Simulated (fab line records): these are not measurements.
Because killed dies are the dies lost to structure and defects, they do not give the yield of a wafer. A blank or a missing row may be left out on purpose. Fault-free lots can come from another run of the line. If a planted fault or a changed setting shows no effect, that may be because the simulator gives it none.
Chamber matching || flow sfq-line || SFQ_TRILAYER_I1_CMP_CMP_046 on cmp-02 has 4 sister chambers
The step polishes SiO2. 8 wafers are shown with their chamber, then 8 later ones without.

## WAFERS, EACH WITH ITS CHAMBER
{"wafer": "L450.6", "chamber": 2, "motor-current-A (A)": 8.7, "time-to-endpoint-s (s)": 223}
{"wafer": "L452.6", "chamber": 3, "motor-current-A (A)": 9.7, "time-to-endpoint-s (s)": 209}
{"wafer": "L454.1", "chamber": 2, "motor-current-A (A)": 8.2, "time-to-endpoint-s (s)": 218}
{"wafer": "L454.5", "chamber": 1, "motor-current-A (A)": 9.7, "time-to-endpoint-s (s)": 219}
{"wafer": "L460.2", "chamber": 0, "motor-current-A (A)": 9.1, "time-to-endpoint-s (s)": 213}
{"wafer": "L460.5", "chamber": 1, "motor-current-A (A)": 9.6, "time-to-endpoint-s (s)": 205}
{"wafer": "L460.6", "chamber": 0, "motor-current-A (A)": 8.6, "time-to-endpoint-s (s)": 214}
{"wafer": "L469.1", "chamber": 3, "motor-current-A (A)": 10.1, "time-to-endpoint-s (s)": 200}

## WAFERS MISSING THEIR CHAMBER
{"wafer": "L469.4", "motor-current-A (A)": 8.5, "time-to-endpoint-s (s)": 214}
{"wafer": "L469.6", "motor-current-A (A)": 9.7, "time-to-endpoint-s (s)": 207}
{"wafer": "L472.2", "motor-current-A (A)": 9.3, "time-to-endpoint-s (s)": 209}
{"wafer": "L472.4", "motor-current-A (A)": 10.1, "time-to-endpoint-s (s)": 219}
{"wafer": "L472.6", "motor-current-A (A)": 8.0, "time-to-endpoint-s (s)": 217}
{"wafer": "L473.3", "motor-current-A (A)": 8.6, "time-to-endpoint-s (s)": 222}
{"wafer": "L473.1", "motor-current-A (A)": 8.6, "time-to-endpoint-s (s)": 217}
{"wafer": "L473.5", "motor-current-A (A)": 8.0, "time-to-endpoint-s (s)": 223}

## CHAMBER TAKEN BY EACH
{"wafer": "L469.4", "from the rows above": "can't be placed: 2 or 0", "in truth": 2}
{"wafer": "L469.6", "from the rows above": "can't be placed: 3 or 1", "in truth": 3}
{"wafer": "L472.2", "from the rows above": "can't be placed: 1 or 0 or 3", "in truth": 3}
{"wafer": "L472.4", "from the rows above": "can't be placed: 1 or 3", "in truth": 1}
{"wafer": "L472.6", "from the rows above": "can't be placed: 2 or 0", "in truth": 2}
{"wafer": "L473.3", "from the rows above": "can't be placed: 2 or 0", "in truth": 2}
{"wafer": "L473.1", "from the rows above": "can't be placed: 2 or 0", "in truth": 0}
{"wafer": "L473.5", "from the rows above": "can't be placed: 2 or 0", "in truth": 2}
Placed correctly: 0 of 8. From these rows, 8 cannot be placed; in 8 the true chamber is one of the candidates. Number placed wrongly: 0.
How it was worked out, from the rows above alone: a wafer's distance from a chamber is the root of the sum, over the readings, of the square of ((its reading less the chamber's mean) divided by the reading's scatter). The wafer belongs to the nearest chamber; if the next one is less than 2 further off, it can't be placed. The mean given for a chamber averages the wafers shown for that chamber. The scatter: the root of (the sum of the squares of (reading less its chamber's mean) over the shown wafers, divided by (wafers less chambers)).
